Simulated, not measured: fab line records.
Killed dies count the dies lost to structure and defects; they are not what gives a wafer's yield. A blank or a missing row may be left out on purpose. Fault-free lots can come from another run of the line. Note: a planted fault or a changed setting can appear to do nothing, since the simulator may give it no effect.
2 desks, one fault -- flow sky130 -- every desk sees just its own numbers, and what lay behind them comes last

== AT THE METROLOGY DESK ==
What the gauges read for every lot (on any tool): the sampled wafers with a number, averaged. Any lot whose mean is over 4 standard deviations away from the usual mean is out of limits and marked OUT; that distance is given in the brackets.
Columns: A = VIA2_BOW at SKY_VIA2_BOW_MEAS_03, usual 86 um
lot,first seen here,A
L246,day 35 15:10,85
L247,day 35 16:11,95
L248,day 35 19:30,93
L249,day 36 00:19,76
L251,day 36 22:26,81
L252,day 37 02:37,86
L253,day 37 12:34,75
L254,day 37 14:18,79
L257,day 39 07:09,84
L258,day 39 11:17,80
L259,day 39 14:18,94
L262,day 40 08:40,90
L268,day 41 18:07,86
L269,day 42 01:47,89
This desk's finding: nothing out of limits on any of the 14 lots.

== AT THE TOOL OWNER'S DESK: litho-track-01 ==
The tool's own readings at SKY_CAPM_DEVELOP_11 (develop time 60 s): means of the sampled wafers that have a number, for each lot that ran on this tool. Any lot whose mean is over 4 standard deviations away from the usual mean is out of limits and marked OUT; that distance is given in the brackets.
Columns: A = chill-plate-temp-C at SKY_CAPM_DEVELOP_11, usual 22.99 C
lot,first seen here,A
L246,day 37 20:51,23.09
L248,day 38 02:14,22.97
L249,day 38 06:30,22.97
L251,day 39 03:18,23.11
L252,day 39 07:02,22.89
L253,day 39 16:53,22.92
L254,day 39 17:29,23.03
This desk's finding: nothing out of limits on any of the 7 lots.

== ALL TOGETHER ==
Metrology desk: nothing out of limits seen.
The tool owner's desk saw nothing out of limits.

== WHAT WAS PUT IN BY THE SIMULATOR ==
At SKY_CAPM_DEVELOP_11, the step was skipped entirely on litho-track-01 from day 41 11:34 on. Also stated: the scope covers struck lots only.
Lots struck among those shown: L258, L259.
